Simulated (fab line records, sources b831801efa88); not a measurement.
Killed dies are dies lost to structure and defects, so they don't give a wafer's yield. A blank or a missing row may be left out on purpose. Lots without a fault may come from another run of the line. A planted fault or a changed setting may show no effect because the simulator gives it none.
A struck lot beside a sound one | flow sky130 | 26 steps out of a route of 708
Sound: wafers L282.2, L282.3, L282.4. Struck: wafers L275.3, L275.6. (L275.4 of the same lot was not struck and is left out.) The cause comes at the end.
At each step with rows: each side's tool, then ch and its chambers, then its first start. Under that, the readings that differ: sound wafers | struck wafers | difference of the means | sigmas: that difference in standard deviations of wafers without a fault.
alike: readings whose means differ by less than 2 such deviations, and words and numbers that are the same on both sides. not compared: withheld readings, readings that some wafer has no value for, bounds like >300 that may hide the same value, and numbers for which the record gives no deviation and whose values overlap.
The two part at a step that has a row with sigmas, a row that says differs or no value, or rows on one side only. Numbers that don't overlap but have no deviation are shown without sigmas and don't part them. A reading that every wafer of one side lacks parts them only if that side has two wafers or more.

first, 2 steps without rows for these wafers: SKY_VIA3_SPUTTER_20 (material TiN, target thk 20 nm, time 80 s); SKY_VIA3_CVD_21 (deposits W, target thk 390 nm, time 117.31 s).
SKY_VIA3_RS_MEAS_22: measures by four-point-probe.
  sound on film_metro-01, day 46 10:18; struck on film_metro-01, day 44 05:44
  alike: VIA3_W_RS
SKY_VIA3_THK_MEAS_23: measures by xrf.
  sound on film_metro-01, day 46 10:25; struck on film_metro-01, day 44 05:50
  alike: VIA3_W_THK
SKY_VIA3_CMP_24: polishes, stops on SiO2, t overpolish 20 s, target thk 0 nm.
  sound on cmp-02 ch 1,2,3, day 46 10:28; struck on cmp-01 ch 0,3, day 44 08:09
  alike: motor_current_A, overpolish_run_s, time_to_endpoint_s
SKY_METAL4_SPUTTER_00: material Ti, target thk 15 nm, time 10 s.
  sound on pvd_sputter-01, day 46 10:46; struck on pvd_sputter-03, day 44 08:24
  alike: throttle_valve_pct
then, 1 step without rows for these wafers: SKY_METAL4_SPUTTER_01 (material TiN, target thk 20 nm, time 16.7 s).
SKY_METAL4_SPUTTER_02: material AlCu, target thk 735 nm, time 39.1 s.
  sound on pvd_sputter-01, day 46 10:49; struck on pvd_sputter-03, day 44 08:27
  alike: throttle_valve_pct
SKY_METAL4_SPUTTER_03: material Ti, target thk 5 nm, time 3.3 s.
  sound on pvd_sputter-01, day 46 10:51; struck on pvd_sputter-03, day 44 08:29
  alike: throttle_valve_pct
SKY_METAL4_SPUTTER_04: material TiN, target thk 70 nm, time 58.3 s.
  sound on pvd_sputter-01, day 46 10:52; struck on pvd_sputter-03, day 44 08:30
  alike: throttle_valve_pct
then, 1 step without rows for these wafers: SKY_CAP2M_CVD_00 (deposits SiO2, target thk 15.5 nm).
SKY_CAP2M_THK_MEAS_01:
  sound on film_metro-01, day 46 10:56; struck on film_metro-02, day 44 08:36
  alike: CAP2M_CVD_00_THK
SKY_CAP2M_SPUTTER_02: material TiN, target thk 200 nm, time 166.7 s.
  sound on pvd_sputter-03, day 46 10:59; struck on pvd_sputter-02, day 44 08:38
  alike: substrate_temp_c, throttle_valve_pct
SKY_CAP2M_RS_MEAS_03: measures by four-point-probe.
  sound on film_metro-03, day 46 11:07; struck on film_metro-01, day 44 08:47
  reading               | sound          | struck    | difference | sigmas
  CAP2M_TIN_RS (ohm/sq) | 6.88 6.98 6.83 | 9.73 9.68 | +2.81      | +38
SKY_CAP2M_THK_MEAS_04: measures by xrf.
  sound on film_metro-03, day 46 11:14; struck on film_metro-01, day 44 08:53
  reading            | sound             | struck      | difference | sigmas
  CAP2M_TIN_THK (nm) | 201.2 197.7 202.0 | 159.3 158.8 | -41.2      | -20
then, 7 steps without rows for these wafers: SKY_CAP2M_DEHYDRATE_05 (time 60 s); SKY_CAP2M_HMDS_06 (prime time 60 s); SKY_CAP2M_COAT_07 (resist thk 1140 nm); SKY_CAP2M_SOFTBAKE_08 (time 60 s); SKY_CAP2M_EXPOSE_09 (exposes mask CAP2M, target cd 1000 nm); SKY_CAP2M_PEB_10; SKY_CAP2M_DEVELOP_11 (develop time 60 s).
SKY_CAP2M_OVL_MEAS_12:
  sound on overlay-01, day 47 06:38; struck on overlay-01, day 45 04:44
  alike: CAP2M_OVL
SKY_CAP2M_METAL_ETCH_13: etches TiN in Cl2/BCl3, stops on SiO2, target depth 220 nm, time 62.9 s.
  sound on rie_metal-03 ch 0,1, day 47 06:40; struck on rie_metal-04 ch 1, day 45 04:47
  reading                | sound                | struck        | difference | sigmas
  oes_product_au (a.u.)  | 0.953 0.937 0.941    | 0.827 0.824   | -0.118     | -15
  throttle_valve_pct (%) | 21.886 21.904 21.915 | 21.967 21.978 | +0.071     | +7
  alike: drypump_motor_current_A
  not compared: rf_hours_counter_h
then, 1 step without rows for these wafers: SKY_CAP2M_STRIP_14 (strips in O2/N2).
-- the record jumps here: 4 days lie between the struck wafers' starts before and after (it left off in module CAP2M and takes up again in module PAD_OPEN, whose first step shown is number 708 of the route) --
SKY_PAD_OPEN_PROBE_99:
  the record has rows for the struck wafers here (prober-02, day 49 12:11) and none for the sound ones

WHERE THEY PART
First at SKY_CAP2M_RS_MEAS_03; last, within this record, at SKY_PAD_OPEN_PROBE_99.

WHY: what the simulator had put in
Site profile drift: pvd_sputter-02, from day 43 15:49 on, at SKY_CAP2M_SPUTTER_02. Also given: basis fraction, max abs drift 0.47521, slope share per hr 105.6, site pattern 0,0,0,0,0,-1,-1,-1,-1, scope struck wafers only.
